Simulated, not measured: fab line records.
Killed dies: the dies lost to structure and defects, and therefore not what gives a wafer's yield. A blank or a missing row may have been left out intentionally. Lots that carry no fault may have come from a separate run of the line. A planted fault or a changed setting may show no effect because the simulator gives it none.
fab line records | flow sky130
record lots=24 wafers=72 lastDay=50
route steps=708 shown CAP2M@604 METAL4@634 VIA4@652 PAD_OPEN@702
lots untouched by any fault: they come from a run of this same line in which no faults occurred
startH: start of the lot's first displayed wafer, in hours after the record's first day | waitH: hours from the lot's prior step to this one | " same as the row above | L1.1+2: several wafers, shown together as one row | - no value, or no start was given | * or withheld: withheld | < > ~ a bound
route shown NAME@n: NAME is a module with steps in the file, n the number in the route of the first one | usual: mean and standard deviation over wafers with no fault | same: alike in all rows | chamber/n: place in a boat | sites: per-site readings | _std_site: the values' standard deviation | _edge_site: the outer-site mean with the inner-site mean subtracted | radiusMm: how far each site lies from the wafer's centre | mask NAME#n: copy n | behind: tool/chamber where the wafer was last shaped | hold: what put the lot on hold/how long, in hours/how the hold closed | device: whichever transistor did not switch (one of n, p or np) | end of line: at the end of the route, the tests of the same wafers | a step without rows: its recipe alone | killed: at the first sort, the dies lost to defects and structure; wafer yield is something else | map: the dies of a wafer, with x for killed, . for not killed, _ for no die there
set.NAME: setting as actually run; set.NAME@STEP: the setting as run at that earlier step | model.NAME: the simulator's own value behind a step, which no gauge read
route steps across a sampled set of lots; one table per step, one row per wafer
services: when a tool's chamber went out of use (startH, in hours from the record's first day, below 0 if earlier), for how many hours, and the reason
## steps
# step SKY_CAP2M_THK_MEAS_01
# recipe reads=SiO2_of_CAP2M_CVD_00
# usual CAP2M_CVD_00_THK=15.42/0.24
# columns lot.wafer tool chamber startH waitH CAP2M_CVD_00_THK[nm]
L074.1 filmMetro-02 - 937.80 - 15.12
L074.2 " - " " 15.62
L074.3 " - " " 15.19
L075.1 filmMetro-02 - 942.49 - 15.62
L075.4 " - " " 15.80
L075.5 " - " " 15.72
L076.4 filmMetro-01 - 947.84 - 15.79
L076.5 " - " " 15.86
L076.6 " - " " 15.78
L077.1 filmMetro-02 - 960.38 - 15.68
L077.4 " - " " 15.52
L077.5 " - " " 15.62
L078.3 filmMetro-04 - 963.03 - 15.61
L078.5 " - " " 15.01
L078.6 " - " " 15.52
L079.1 filmMetro-02 - 970.34 - 15.09
L079.3 " - " " 15.26
L079.4 " - " " 15.28
L080.1 filmMetro-04 - 981.38 - 15.62
L080.2 " - " " 15.66
L080.4 " - " " 15.78
L081.3 filmMetro-01 - 988.68 - 15.00
L081.5 " - " " 15.27
L081.6 " - " " 15.12
L082.1 filmMetro-04 - 990.55 - 15.10
L082.3 " - " " 15.31
L082.5 " - " " 15.34
L083.1 filmMetro-02 - 994.24 - 15.26
L083.2 " - " " 15.53
L083.4 " - " " 15.84
L084.2 filmMetro-04 - 1010.49 - 15.27
L084.3 " - " " 15.39
L084.4 " - " " 15.48
L085.2 filmMetro-04 - 1012.16 - 15.16
L085.3 " - " " 15.26
L085.5 " - " " 15.24
L086.1 filmMetro-02 - 1020.23 - 15.00
L086.3 " - " " 15.14
L086.6 " - " " 15.52
L087.1 filmMetro-04 - 1029.70 - 15.22
L087.4 " - " " 15.35
L087.5 " - " " 15.47
L088.2 filmMetro-04 - 1034.36 - 15.46
L088.4 " - " " 15.75
L088.6 " - " " 15.23
L089.4 filmMetro-04 - 1038.72 - 15.21
L089.5 " - " " 15.56
L089.6 " - " " 15.37
L090.1 filmMetro-04 - 1045.46 - 15.08
L090.3 " - " " 15.14
L090.6 " - " " 15.18
L091.1 filmMetro-02 - 1051.81 - 15.53
L091.3 " - " " 15.22
L091.4 " - " " 15.66
L092.1 filmMetro-04 - 1058.60 - 15.44
L092.2 " - " " 15.22
L092.6 " - " " 15.51
L093.3 filmMetro-04 - 1065.61 - 15.29
L093.4 " - " " 15.40
L093.5 " - " " 15.56
L094.2 filmMetro-02 - 1066.34 - 15.25
L094.4 " - " " 15.86
L094.5 " - " " 15.60
L095.2 filmMetro-02 - 1072.69 - 15.28
L095.3 " - " " 15.89
L095.4 " - " " 15.43
L096.2 filmMetro-04 - 1078.61 - 15.20
L096.3 " - " " 15.06
L096.4 " - " " 15.56
L097.2 filmMetro-02 - 1087.93 - 15.28
L097.4 " - " " 15.49
L097.6 " - " " 15.43
# step SKY_METAL4_METAL_ETCH_18
# recipe targetDepthA=8450 stopOn=SiO2 overEtchFrac=0.3 timeS=183.1 chemistry=Cl2/BCl3 resistSidewallDeg=88 pressureMtorr=10 icpW=900 biasW=48.5 Cl2_flow_sccm=60 bcl3FlowSccm=30
# usual drypumpMotorCurrentA=5.72/0.3 heBacksideLeakSccm=3.30/0.2 oesProductAu=0.865/0.0073 throttleValvePct=22.264/0.009
# columns lot.wafer tool chamber startH waitH drypumpMotorCurrentA heBacksideLeakSccm oesProductAu rfHoursCounterH throttleValvePct
L074.1 rieMetal-01 0 987.81 0.0 5.89 3.10 0.854 7 22.261
L074.2 " 1 " " 5.43 2.98 0.855 10 22.275
L074.3 " 0 " " 5.93 3.35 0.855 - 22.257
L075.1 rieMetal-01 0 991.98 0.0 5.96 3.42 0.856 8 22.260
L075.4 " 0 " " 5.96 3.46 0.855 - 22.279
L075.5 " 0 " " 5.97 3.47 0.859 - 22.273
L076.4 rieMetal-04 0 997.03 0.2 6.25 3.25 0.870 - 22.275
L076.5 " 0 " " 6.24 3.14 0.870 - 22.259
L076.6 " 0 " " 6.25 3.23 0.871 - 22.259
L077.1 rieMetal-03 0 1009.41 0.0 5.35 3.50 0.870 18 22.259
L077.4 " 0 " " 5.39 3.39 0.862 - 22.258
L077.5 " 0 " " 5.36 3.40 0.862 - 22.273
L078.3 rieMetal-03 1 1011.21 0.1 5.81 3.25 0.876 - 22.262
L078.5 " 1 " " 5.76 3.26 0.862 - 22.271
L078.6 " 0 " " 5.33 3.26 0.865 - 22.267
L079.1 rieMetal-01 1 1018.41 0.0 5.43 2.90 0.873 12 22.242
L079.3 " 0 " " 5.85 3.40 0.855 - 22.269
L079.4 " 1 " " 5.41 3.31 0.870 - 22.267
L080.1 rieMetal-01 1 1028.88 0.0 5.44 3.09 0.867 13 22.257
L080.2 " 0 " " 5.91 3.40 0.856 10 22.270
L080.4 " 0 " " 5.92 3.44 0.872 - 22.279
L081.3 rieMetal-01 0 1035.92 0.1 5.92 3.18 0.863 - 22.251
L081.5 " 0 " " 5.96 3.41 0.865 - 22.254
L081.6 " 1 " " 5.38 3.16 0.859 - 22.267
L082.1 rieMetal-01 1 1037.45 0.0 5.40 3.18 0.869 13 22.286
L082.3 " 0 " " 5.97 3.25 0.866 - 22.257
L082.5 " 0 " " 5.95 3.33 0.878 - 22.268
L083.1 rieMetal-01 0 1041.31 0.0 5.94 3.46 0.872 11 22.248
L083.2 " 1 " " 5.43 3.41 0.858 14 22.275
L083.4 " 0 " " 5.91 3.29 0.873 - 22.259
L084.2 rieMetal-04 0 1056.18 0.0 6.26 3.34 0.864 19 22.263
L084.3 " 1 " " 5.76 3.39 0.872 - 22.274
L084.4 " 0 " " 6.26 3.40 0.863 - 22.265
L085.2 rieMetal-01 1 1058.21 0.0 5.43 3.19 0.858 15 22.277
L085.3 " 0 " " 5.92 3.52 0.854 - 22.270
L085.5 " 1 " " 5.42 3.21 0.864 - 22.250
L086.1 rieMetal-03 1 1065.75 0.0 5.80 3.18 0.865 10 22.271
L086.3 " 0 " " 5.32 3.38 0.880 - 22.252
L086.6 " 0 " " 5.37 3.26 0.875 - 22.258
L087.1 rieMetal-01 1 1074.06 0.0 5.39 3.01 0.853 16 22.252
L087.4 " 0 " " 5.93 3.41 0.861 - 22.260
L087.5 " 1 " " 5.39 3.25 0.869 - 22.270
L088.2 rieMetal-03 1 1078.40 0.0 5.77 3.31 0.858 11 22.263
L088.4 " 1 " " 5.75 3.22 0.863 - 22.254
L088.6 " 0 " " 5.36 3.49 0.860 - 22.259
L089.4 rieMetal-03 1 1083.51 0.1 5.77 3.18 0.875 - 22.263
L089.5 " 1 " " 5.77 3.20 0.862 - 22.246
L089.6 " 0 " " 5.36 5.08 0.872 - 22.256
L090.1 rieMetal-03 0 1090.03 0.0 5.38 3.45 0.876 24 22.265
L090.3 " 0 " " 5.37 3.23 0.858 - 22.271
L090.6 " 0 " " 5.35 3.32 0.864 - 22.270
L091.1 rieMetal-03 0 1096.11 0.0 5.36 3.33 0.870 24 22.252
L091.3 " 1 " " 5.80 3.28 0.869 - 22.258
L091.4 " 0 " " 5.36 3.42 0.878 - 22.265
L092.1 rieMetal-01 0 1101.16 0.0 5.89 3.36 0.869 15 22.266
L092.2 " 1 " " 5.44 3.48 0.863 18 22.253
L092.6 " 0 " " 5.93 3.19 0.856 - 22.263
L093.3 rieMetal-04 1 1108.54 0.1 5.77 3.14 0.869 - 22.278
L093.4 " 0 " " 6.25 3.16 0.863 - 22.271
L093.5 " 1 " " 5.78 3.19 0.858 - 22.253
L094.2 rieMetal-04 1 1108.83 0.0 5.77 3.59 0.870 5 22.269
L094.4 " 1 " " 5.77 3.15 0.872 - 22.262
L094.5 " 0 " " 6.26 3.19 0.873 - 22.257
L095.2 rieMetal-03 0 1114.97 0.0 5.34 3.33 0.878 25 22.258
L095.3 " 1 " " 5.79 3.21 0.882 - 22.271
L095.4 " 0 " " 5.35 3.44 0.863 - 22.269
L096.2 rieMetal-04 0 1120.78 0.0 6.24 3.15 0.861 22 22.277
L096.3 " 1 " " 5.77 3.32 0.870 - 22.262
L096.4 " 0 " " 6.28 3.18 0.867 - 22.279
L097.2 rieMetal-03 0 1128.65 0.0 5.37 3.34 0.868 26 22.248
L097.4 " 0 " " 5.37 3.44 0.864 - 22.248
L097.6 " 0 " " 5.40 3.40 0.865 - 22.280
# step SKY_VIA4_STRIP_13
# recipe chemistry=O2/N2 powerW=1400 pressureMtorr=1500 platenTempC=withheld o2FlowSccm=3000 n2FlowSccm=300 overashFraction=0.5
# usual drypumpMotorCurrentA=5.7/0.35 oesProductAu=0.710/0.0046 stripTimeToEndpointS=12.81/0.03
# columns lot.wafer tool chamber startH waitH drypumpMotorCurrentA oesProductAu rfHoursCounterH stripTimeToEndpointS
L074.1 plasmaAsher-04 0 1012.36 - 5.7 0.706 60 12.79
L074.2 " 1 " " 5.0 0.707 60 12.84
L074.3 " 0 " " 5.7 0.713 - 12.81
L075.1 plasmaAsher-04 0 1017.06 - 5.7 0.708 61 12.82
L075.4 " 0 " " 5.8 0.710 - 12.77
L075.5 " 1 " " 5.0 0.710 - 12.78
L076.4 plasmaAsher-03 1 1020.69 - 5.9 0.710 - 12.79
L076.5 " 1 " " 5.9 0.713 - 12.76
L076.6 " 0 " " 6.0 0.712 - 12.80
L077.1 plasmaAsher-04 1 1033.26 - 5.0 0.707 63 12.81
L077.4 " 0 " " 5.7 0.707 - 12.82
L077.5 " 0 " " 5.7 0.703 - 12.75
L078.3 plasmaAsher-03 0 1035.34 - 6.0 0.719 - 12.81
L078.5 " 1 " " 5.8 0.712 - 12.79
L078.6 " 0 " " 6.0 0.711 - 12.83
L079.1 plasmaAsher-04 0 1042.56 - 5.7 0.709 64 12.83
L079.3 " 1 " " 5.1 0.712 - 12.81
L079.4 " 0 " " 5.7 0.711 - 12.79
L080.1 plasmaAsher-03 0 1052.21 - 5.9 0.706 31 12.82
L080.2 " 1 " " 5.9 0.714 31 12.80
L080.4 " 1 " " 5.8 0.704 - 12.80
L081.3 plasmaAsher-03 1 1059.55 - 5.8 0.715 - 12.80
L081.5 " 1 " " 5.9 0.706 - 12.86
L081.6 " 0 " " 6.0 0.704 - 12.80
L082.1 plasmaAsher-04 0 1060.81 - 5.7 0.707 67 12.85
L082.3 " 1 " " 5.1 0.722 - 12.84
L082.5 " 1 " " 5.1 0.701 - 12.84
L083.1 plasmaAsher-03 1 1064.21 - 5.9 0.710 32 12.80
L083.2 " 0 " " 6.0 0.713 32 12.79
L083.4 " 1 " " 5.9 0.711 - 12.84
L084.2 plasmaAsher-04 0 1079.91 - 5.8 0.705 70 12.77
L084.3 " 1 " " 5.0 0.710 - 12.81
L084.4 " 0 " " 5.7 0.704 - 12.80
L085.2 plasmaAsher-03 1 1081.21 - 5.8 0.712 35 12.82
L085.3 " 1 " " 5.8 0.716 - 12.85
L085.5 " 0 " " 6.0 0.714 - 12.87
L086.1 plasmaAsher-04 1 1088.22 - 5.0 0.706 71 12.79
L086.3 " 1 " " 5.0 0.707 - 12.79
L086.6 " 0 " " 5.7 0.715 - 12.82
L087.1 plasmaAsher-03 1 1096.06 - 5.8 0.710 37 12.80
L087.4 " 1 " " 5.8 0.713 - 12.82
L087.5 " 1 " " 5.9 0.719 - 12.85
L088.2 plasmaAsher-03 1 1099.91 - 5.9 0.719 37 12.88
L088.4 " 1 " " 5.8 0.714 - 12.84
L088.6 " 0 " " 6.0 0.706 - 12.85
L089.4 plasmaAsher-03 0 1105.50 - 6.0 0.708 - 12.83
L089.5 " 1 " " 5.8 0.714 - 12.83
L089.6 " 0 " " 6.0 0.710 - 12.82
L090.1 plasmaAsher-03 0 1111.86 - 6.0 0.710 39 12.83
L090.3 " 0 " " 6.0 0.708 - 12.85
L090.6 " 1 " " 5.9 0.706 - 12.79
L091.1 plasmaAsher-04 1 1118.06 - 5.1 0.702 75 12.82
L091.3 " 0 " " 5.7 0.707 - 12.82
L091.4 " 1 " " 5.0 0.707 - 12.83
L092.1 plasmaAsher-03 0 1122.36 - 6.0 0.713 40 12.80
L092.2 " 1 " " 5.9 0.702 40 12.75
L092.6 " 0 " " 6.0 0.712 - 12.77
L093.3 plasmaAsher-03 1 1130.04 - 5.8 0.712 - 12.83
L093.4 " 0 " " 6.0 0.704 - 12.85
L093.5 " 0 " " 6.0 0.709 - 12.82
L094.2 plasmaAsher-04 0 1130.66 - 5.7 0.708 76 12.83
L094.4 " 0 " " 5.7 0.708 - 12.84
L094.5 " 0 " " 5.7 0.716 - 12.86
L095.2 plasmaAsher-03 1 1135.27 - 5.9 0.706 42 12.77
L095.3 " 1 " " 5.9 0.707 - 12.82
L095.4 " 0 " " 6.0 0.718 - 12.85
L096.2 plasmaAsher-03 1 1141.21 - 5.8 0.704 43 12.76
L096.3 " 1 " " 5.9 0.706 - 12.79
L096.4 " 0 " " 6.0 0.718 - 12.84
L097.2 plasmaAsher-04 0 1149.06 - 5.8 0.716 78 12.85
L097.4 " 0 " " 5.7 0.710 - 12.82
L097.6 " 0 " " 5.7 0.712 - 12.85
# step SKY_VIA4_THK_MEAS_20
# recipe thkMeasGauge=xrf reads=W_of_VIA4_CVD_18
# usual VIA4_W_THK=494/7
# columns lot.wafer tool chamber startH waitH VIA4_W_THK[nm]
L074.1 filmMetro-01 - 1013.28 0.1 501
L074.2 " - " " 501
L074.3 " - " " 491
L075.1 filmMetro-02 - 1018.08 0.1 491
L075.4 " - " " 491
L075.5 " - " " 489
L076.4 filmMetro-02 - 1021.77 0.1 494
L076.5 " - " " 492
L076.6 " - " " 499
L077.1 filmMetro-01 - 1034.70 0.1 489
L077.4 " - " " 493
L077.5 " - " " 503
L078.3 filmMetro-02 - 1036.32 0.1 492
L078.5 " - " " 497
L078.6 " - " " 503
L079.1 filmMetro-03 - 1044.07 0.1 504
L079.3 " - " " 505
L079.4 " - " " 481
L080.1 filmMetro-02 - 1053.14 0.1 499
L080.2 " - " " 486
L080.4 " - " " 493
L081.3 filmMetro-02 - 1060.65 0.1 489
L081.5 " - " " 497
L081.6 " - " " 490
L082.1 filmMetro-02 - 1061.94 0.1 494
L082.3 " - " " 495
L082.5 " - " " 490
L083.1 filmMetro-02 - 1065.35 0.1 499
L083.2 " - " " 498
L083.4 " - " " 498
L084.2 filmMetro-02 - 1080.89 0.1 495
L084.3 " - " " 500
L084.4 " - " " 483
L085.2 filmMetro-02 - 1082.27 0.1 490
L085.3 " - " " 488
L085.5 " - " " 481
L086.1 filmMetro-01 - 1089.22 0.1 494
L086.3 " - " " 497
L086.6 " - " " 495
L087.1 filmMetro-03 - 1097.35 0.1 485
L087.4 " - " " 493
L087.5 " - " " 492
L088.2 filmMetro-01 - 1100.89 0.1 486
L088.4 " - " " 502
L088.6 " - " " 502
L089.4 filmMetro-01 - 1106.47 0.1 506
L089.5 " - " " 492
L089.6 " - " " 504
L090.1 filmMetro-02 - 1112.79 0.1 487
L090.3 " - " " 496
L090.6 " - " " 484
L091.1 filmMetro-03 - 1119.00 0.1 490
L091.3 " - " " 497
L091.4 " - " " 492
L092.1 filmMetro-02 - 1123.38 0.1 490
L092.2 " - " " 487
L092.6 " - " " 494
L093.3 filmMetro-01 - 1130.95 0.1 490
L093.4 " - " " 490
L093.5 " - " " 495
L094.2 filmMetro-02 - 1131.69 0.1 488
L094.4 " - " " 488
L094.5 " - " " 494
L095.2 filmMetro-03 - 1136.21 0.1 489
L095.3 " - " " 492
L095.4 " - " " 482
L096.2 filmMetro-01 - 1142.18 0.1 486
L096.3 " - " " 490
L096.4 " - " " 485
L097.2 filmMetro-03 - 1150.49 0.1 492
L097.4 " - " " 481
L097.6 " - " " 487
# step SKY_PAD_OPEN_STRIP_08
# recipe chemistry=O2/N2 powerW=1400 pressureMtorr=1500 platenTempC=withheld overashFraction=0.7 o2FlowSccm=3000 n2FlowSccm=300
# usual drypumpMotorCurrentA=5.85/0.19 oesProductAu=0.663/0.0048 stripTimeToEndpointS=37.06/0.11
# columns lot.wafer tool chamber startH waitH drypumpMotorCurrentA oesProductAu rfHoursCounterH stripTimeToEndpointS
L074.1 plasmaAsher-01 0 1080.98 0.1 5.87 0.660 100 36.95
L074.2 " 1 " " 5.83 0.668 100 37.06
L074.3 " 0 " " 5.87 0.665 - 36.87
L075.1 plasmaAsher-03 1 1086.31 0.1 5.86 0.660 35 36.98
L075.4 " 0 " " 5.97 0.664 - 36.97
L075.5 " 1 " " 5.86 0.669 - 37.03
L076.4 plasmaAsher-03 0 1088.21 0.1 5.98 0.665 - 37.23
L076.5 " 0 " " 5.97 0.657 - 37.29
L076.6 " 1 " " 5.83 0.667 - 37.15
L077.1 plasmaAsher-01 0 1100.26 0.1 5.88 0.661 102 36.97
L077.4 " 1 " " 5.80 0.669 - 36.97
L077.5 " 1 " " 5.81 0.661 - 36.98
L078.3 plasmaAsher-03 1 1102.06 0.1 5.84 0.656 - 37.22
L078.5 " 1 " " 5.82 0.661 - 37.29
L078.6 " 0 " " 5.96 0.658 - 37.32
L079.1 plasmaAsher-03 0 1109.00 0.1 5.96 0.656 38 36.92
L079.3 " 1 " " 5.86 0.668 - 36.95
L079.4 " 0 " " 5.97 0.660 - 36.95
L080.1 plasmaAsher-03 1 1117.75 0.1 5.85 0.663 40 37.06
L080.2 " 0 " " 5.97 0.660 40 37.02
L080.4 " 1 " " 5.83 0.657 - 37.03
L081.3 plasmaAsher-03 1 1124.16 0.1 5.86 0.662 - 37.18
L081.5 " 1 " " 5.88 0.658 - 37.11
L081.6 " 0 " " 6.00 0.668 - 37.12
L082.1 plasmaAsher-03 1 1125.56 0.1 5.86 0.672 40 37.11
L082.3 " 0 " " 5.98 0.664 - 37.19
L082.5 " 0 " " 5.96 0.656 - 37.11
L083.1 plasmaAsher-01 1 1129.33 0.1 5.79 0.666 106 37.21
L083.2 " 0 " " 5.90 0.653 106 37.10
L083.4 " 1 " " 5.81 0.668 - 37.06
L084.2 plasmaAsher-01 1 1140.55 0.1 5.78 0.667 107 37.02
L084.3 " 0 " " 5.86 0.664 - 37.16
L084.4 " 1 " " 5.80 0.661 - 37.17
L085.2 plasmaAsher-03 1 1143.70 0.1 5.85 0.660 43 37.24
L085.3 " 0 " " 5.96 0.664 - 37.10
L085.5 " 0 " " 5.94 0.654 - 37.01
L086.1 plasmaAsher-03 1 1149.85 0.1 5.86 0.668 43 37.01
L086.3 " 0 " " 5.96 0.671 - 37.06
L086.6 " 0 " " 5.95 0.665 - 37.06
L087.1 plasmaAsher-01 0 1157.61 0.1 5.89 0.670 109 37.05
L087.4 " 0 " " 5.84 0.660 - 37.06
L087.5 " 0 " " 5.83 0.650 - 37.09
L088.2 plasmaAsher-03 0 1159.56 0.1 5.97 0.666 44 37.00
L088.4 " 1 " " 5.83 0.664 - 36.97
L088.6 " 1 " " 5.82 0.658 - 37.01
L089.4 plasmaAsher-03 0 1163.69 0.1 5.96 0.659 - 37.05
L089.5 " 0 " " 5.99 0.662 - 37.09
L089.6 " 1 " " 5.87 0.660 - 37.12
L090.1 plasmaAsher-03 0 1169.80 0.1 5.99 0.657 45 37.12
L090.3 " 0 " " 5.98 0.665 - 37.03
L090.6 " 0 " " 5.97 0.658 - 37.07
L091.1 plasmaAsher-03 1 1175.08 0.1 5.89 0.663 46 37.16
L091.3 " 1 " " 5.87 0.658 - 37.26
L091.4 " 0 " " 6.00 0.669 - 37.12
L092.1 plasmaAsher-04 0 1179.35 0.1 5.74 0.656 81 36.99
L092.2 " 1 " " 5.01 0.666 81 36.95
L092.6 " 0 " " 5.72 0.670 - 36.96
L094.2 plasmaAsher-03 1 1184.76 0.1 5.84 0.663 47 37.23
L094.4 " 0 " " 5.97 0.663 - 37.18
L094.5 " 1 " " 5.88 0.665 - 37.19
L093.3 plasmaAsher-01 0 1185.14 0.1 5.88 0.675 - 36.98
L093.4 " 1 " " 5.83 0.660 - 37.02
L093.5 " 1 " " 5.83 0.663 - 37.00
L095.2 plasmaAsher-03 1 1189.28 0.1 5.85 0.659 47 37.07
L095.3 " 0 " " 5.96 0.664 - 36.98
L095.4 " 1 " " 5.85 0.667 - 36.98
L096.2 plasmaAsher-04 1 1195.08 0.1 5.01 0.657 82 36.94
L096.3 " 1 " " 5.05 0.662 - 36.80
L096.4 " 0 " " 5.75 0.664 - 36.84
L097.2 plasmaAsher-01 1 1200.51 0.1 5.82 0.666 113 36.99
L097.4 " 0 " " 5.89 0.656 - 37.01
L097.6 " 0 " " 5.88 0.663 - 36.95
# step SKY_PAD_OPEN_BOW_MEAS_13
# recipe mode=bow
# usual PAD_OPEN_BOW=50/8.5
# columns lot.wafer tool chamber startH waitH PAD_OPEN_BOW[um]
L074.1 filmMetro-02 - 1083.07 - 59
L074.2 " - " " 52
L074.3 " - " " 57
L075.1 filmMetro-02 - 1088.54 - 54
L075.4 " - " " 50
L075.5 " - " " 44
L076.4 filmMetro-01 - 1090.51 - 43
L076.5 " - " " 53
L076.6 " - " " 44
L077.1 filmMetro-02 - 1102.36 - 52
L077.4 " - " " 54
L077.5 " - " " 62
L078.3 filmMetro-01 - 1104.19 - 51
L078.5 " - " " 56
L078.6 " - " " 53
L079.1 filmMetro-01 - 1111.18 - 58
L079.3 " - " " 54
L079.4 " - " " 47
L080.1 filmMetro-04 - 1119.93 - 41
L080.2 " - " " 48
L080.4 " - " " 30
L081.3 filmMetro-04 - 1126.31 - 49
L081.5 " - " " 49
L081.6 " - " " 54
L082.1 filmMetro-04 - 1127.75 - 65
L082.3 " - " " 54
L082.5 " - " " 74
L083.1 filmMetro-01 - 1131.53 - 41
L083.2 " - " " 56
L083.4 " - " " 49
L084.2 filmMetro-01 - 1142.67 - 57
L084.3 " - " " 57
L084.4 " - " " 44
L085.2 filmMetro-02 - 1145.86 - 49
L085.3 " - " " 49
L085.5 " - " " 51
L086.1 filmMetro-01 - 1151.99 - 61
L086.3 " - " " 55
L086.6 " - " " 62
L087.1 filmMetro-02 - 1159.74 - 27
L087.4 " - " " 53
L087.5 " - " " 38
L088.2 filmMetro-04 - 1161.71 - 42
L088.4 " - " " 50
L088.6 " - " " 52
L089.4 filmMetro-01 - 1165.86 - 52
L089.5 " - " " 53
L089.6 " - " " 45
L090.1 filmMetro-02 - 1171.94 - 56
L090.3 " - " " 56
L090.6 " - " " 64
L091.1 filmMetro-04 - 1177.21 - 46
L091.3 " - " " 52
L091.4 " - " " 53
L092.1 filmMetro-02 - 1181.49 - 55
L092.2 " - " " 47
L092.6 " - " " 54
L094.2 filmMetro-01 - 1186.87 - 43
L094.4 " - " " 39
L094.5 " - " " 45
L093.3 filmMetro-04 - 1187.24 - 44
L093.4 " - " " 45
L093.5 " - " " 44
L095.2 filmMetro-02 - 1191.47 - 60
L095.3 " - " " 55
L095.4 " - " " 55
L096.2 filmMetro-04 - 1197.24 - 52
L096.3 " - " " 48
L096.4 " - " " 51
L097.2 filmMetro-01 - 1202.71 - 47
L097.4 " - " " 51
L097.6 " - " " 41
## services
# columns tool chamber startH hours kind
rieMetal-03 - 965.93 0.4 repair
plasmaAsher-03 - 979.71 6.8 repair
rieMetal-03 - 988.33 2.8 pm
rieMetal-04 1 992.68 13.4 repair
rieMetal-04 1 1009.98 - clean
rieMetal-04 1 1009.98 10.5 scheduledDown
rieMetal-04 1 1009.98 10.5 ventCycle
rieMetal-03 - 1033.48 1.4 pm
plasmaAsher-01 - 1046.46 0.5 repair
rieMetal-04 - 1064.25 10.0 pm
plasmaAsher-01 - 1068.19 3.0 repair
rieMetal-01 - 1086.94 0.7 repair
rieMetal-04 - 1147.36 2.8 pm
rieMetal-03 0 1196.64 - clean
rieMetal-03 0 1196.64 - consumableReplace:focusRing
## key
fault none
